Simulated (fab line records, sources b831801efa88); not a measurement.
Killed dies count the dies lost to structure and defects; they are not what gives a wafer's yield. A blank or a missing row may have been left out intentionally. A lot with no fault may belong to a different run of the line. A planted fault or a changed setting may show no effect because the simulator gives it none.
Check for tools in common || flow sky130 || Sample size 11 lots and 36 wafers

REASON IT WAS OPENED
SKY_VT_ADJUST_HVTP_TW_MEAS_11, reading VT_ADJUST_HVTP_TW: flagged on 1 of 11 lots. Fault-free wafers read 1368, with a standard deviation of 12.
Rule: flag the lot when none of its wafers has a number, or when each of its wafers that has one lies beyond 4 standard deviations from that mean. The rest of the lots are taken to be sound.

{"lot": "L778", "measured": "day 6 05:47", "on": "filmMetro-03", "VT_ADJUST_HVTP_TW, wafer by wafer": "1376 1376 1376", "flag": ""}
{"lot": "L779", "measured": "day 6 07:58", "on": "filmMetro-03", "VT_ADJUST_HVTP_TW, wafer by wafer": "1370 1371 1375", "flag": ""}
{"lot": "L781", "measured": "day 6 23:26", "on": "filmMetro-04", "VT_ADJUST_HVTP_TW, wafer by wafer": "1347 1345 1351", "flag": ""}
{"lot": "L782", "measured": "day 7 04:53", "on": "filmMetro-03", "VT_ADJUST_HVTP_TW, wafer by wafer": "1379 1369 1372", "flag": ""}
{"lot": "L785", "measured": "day 8 00:15", "on": "filmMetro-03", "VT_ADJUST_HVTP_TW, wafer by wafer": "1386 1395 1382", "flag": ""}
{"lot": "L786", "measured": "day 8 06:18", "on": "filmMetro-02", "VT_ADJUST_HVTP_TW, wafer by wafer": "1361 1363 1361", "flag": ""}
{"lot": "L788", "measured": "day 8 17:27", "on": "filmMetro-04", "VT_ADJUST_HVTP_TW, wafer by wafer": "1352 1352 1356", "flag": ""}
{"lot": "L791", "measured": "day 9 12:01", "on": "filmMetro-02", "VT_ADJUST_HVTP_TW, wafer by wafer": "30 30 30 30 30 30", "flag": "FLAGGED"}
{"lot": "L799", "measured": "day 11 10:55", "on": "filmMetro-03", "VT_ADJUST_HVTP_TW, wafer by wafer": "1378 1374 1375", "flag": ""}
{"lot": "L800", "measured": "day 11 18:41", "on": "filmMetro-02", "VT_ADJUST_HVTP_TW, wafer by wafer": "1362 1358 1364", "flag": ""}
{"lot": "L801", "measured": "day 12 02:37", "on": "filmMetro-03", "VT_ADJUST_HVTP_TW, wafer by wafer": "1364 1372 1372", "flag": ""}
Averaged over the flagged lots the numbers come to 30, -1338 from the usual (-99 or more standard deviations).

TOOL THAT RAN EACH LOT
The record holds 1 process step before the reading, out of a route of 708 steps. Cell contents, in order: the tool; ch with the chambers the sampled wafers went through; the start.
{"lot": "L778", "flag": "", "SKY_VT_ADJUST_HVTP_EXPOSE_04": "ilineStepper-01 ch 0, day 5 20:52"}
{"lot": "L779", "flag": "", "SKY_VT_ADJUST_HVTP_EXPOSE_04": "ilineStepper-02 ch 0, day 5 22:44"}
{"lot": "L781", "flag": "", "SKY_VT_ADJUST_HVTP_EXPOSE_04": "ilineStepper-02 ch 0, day 6 14:01"}
{"lot": "L782", "flag": "", "SKY_VT_ADJUST_HVTP_EXPOSE_04": "ilineStepper-01 ch 0, day 6 19:16"}
{"lot": "L785", "flag": "", "SKY_VT_ADJUST_HVTP_EXPOSE_04": "ilineStepper-01 ch 0, day 7 14:05"}
{"lot": "L786", "flag": "", "SKY_VT_ADJUST_HVTP_EXPOSE_04": "ilineStepper-02 ch 0, day 7 20:07"}
{"lot": "L788", "flag": "", "SKY_VT_ADJUST_HVTP_EXPOSE_04": "ilineStepper-01 ch 0, day 8 07:25"}
{"lot": "L791", "flag": "FLAGGED", "SKY_VT_ADJUST_HVTP_EXPOSE_04": "ilineStepper-01 ch 0, day 9 01:44"}
{"lot": "L799", "flag": "", "SKY_VT_ADJUST_HVTP_EXPOSE_04": "ilineStepper-02 ch 0, day 10 23:49"}
{"lot": "L800", "flag": "", "SKY_VT_ADJUST_HVTP_EXPOSE_04": "ilineStepper-02 ch 0, day 11 06:49"}
{"lot": "L801", "flag": "", "SKY_VT_ADJUST_HVTP_EXPOSE_04": "ilineStepper-01 ch 0, day 11 13:31"}
What these steps do:
- SKY_VT_ADJUST_HVTP_EXPOSE_04: exposes mask HVTPM, target cd 380 nm.
- SKY_VT_ADJUST_HVTP_TW_MEAS_11

FLAGGED OVER TOTAL, TOOL BY TOOL (the gauges that took the reading come last)
{"step": "SKY_VT_ADJUST_HVTP_EXPOSE_04", "tool": "ilineStepper-01", "lots run": 6, "flagged": 1, "share of the flagged lots": "all", "sound lots run after its first flagged lot": "1 (L801)"}
{"step": "SKY_VT_ADJUST_HVTP_EXPOSE_04", "tool": "ilineStepper-02", "lots run": 5, "flagged": 0, "share of the flagged lots": "none", "sound lots run after its first flagged lot": "-"}
{"step": "SKY_VT_ADJUST_HVTP_TW_MEAS_11", "tool": "filmMetro-02", "lots run": 3, "flagged": 1, "share of the flagged lots": "all", "sound lots run after its first flagged lot": "1 (L800)"}
{"step": "SKY_VT_ADJUST_HVTP_TW_MEAS_11", "tool": "filmMetro-03", "lots run": 6, "flagged": 0, "share of the flagged lots": "none", "sound lots run after its first flagged lot": "-"}
{"step": "SKY_VT_ADJUST_HVTP_TW_MEAS_11", "tool": "filmMetro-04", "lots run": 2, "flagged": 0, "share of the flagged lots": "none", "sound lots run after its first flagged lot": "-"}

WHAT IS ALLOWED BY THE TABLE
ilineStepper-01 at SKY_VT_ADJUST_HVTP_EXPOSE_04 and filmMetro-02 at SKY_VT_ADJUST_HVTP_TW_MEAS_11 are the 2 rows of the table that ran each flagged lot.
- ilineStepper-01 at SKY_VT_ADJUST_HVTP_EXPOSE_04 ran 6 lots, 1 of them flagged. After the first flagged lot (L801), sound lots still ran on it; a lasting fault on the whole tool would not permit that.
- filmMetro-02 at SKY_VT_ADJUST_HVTP_TW_MEAS_11 ran 3 lots, 1 of them flagged. After the first flagged lot (L800), sound lots still ran on it; a lasting fault on the whole tool would not permit that.
None of the table's rows ran every flagged lot and, after the first, no sound lot.

WHAT THE SIMULATOR HAD INSERTED
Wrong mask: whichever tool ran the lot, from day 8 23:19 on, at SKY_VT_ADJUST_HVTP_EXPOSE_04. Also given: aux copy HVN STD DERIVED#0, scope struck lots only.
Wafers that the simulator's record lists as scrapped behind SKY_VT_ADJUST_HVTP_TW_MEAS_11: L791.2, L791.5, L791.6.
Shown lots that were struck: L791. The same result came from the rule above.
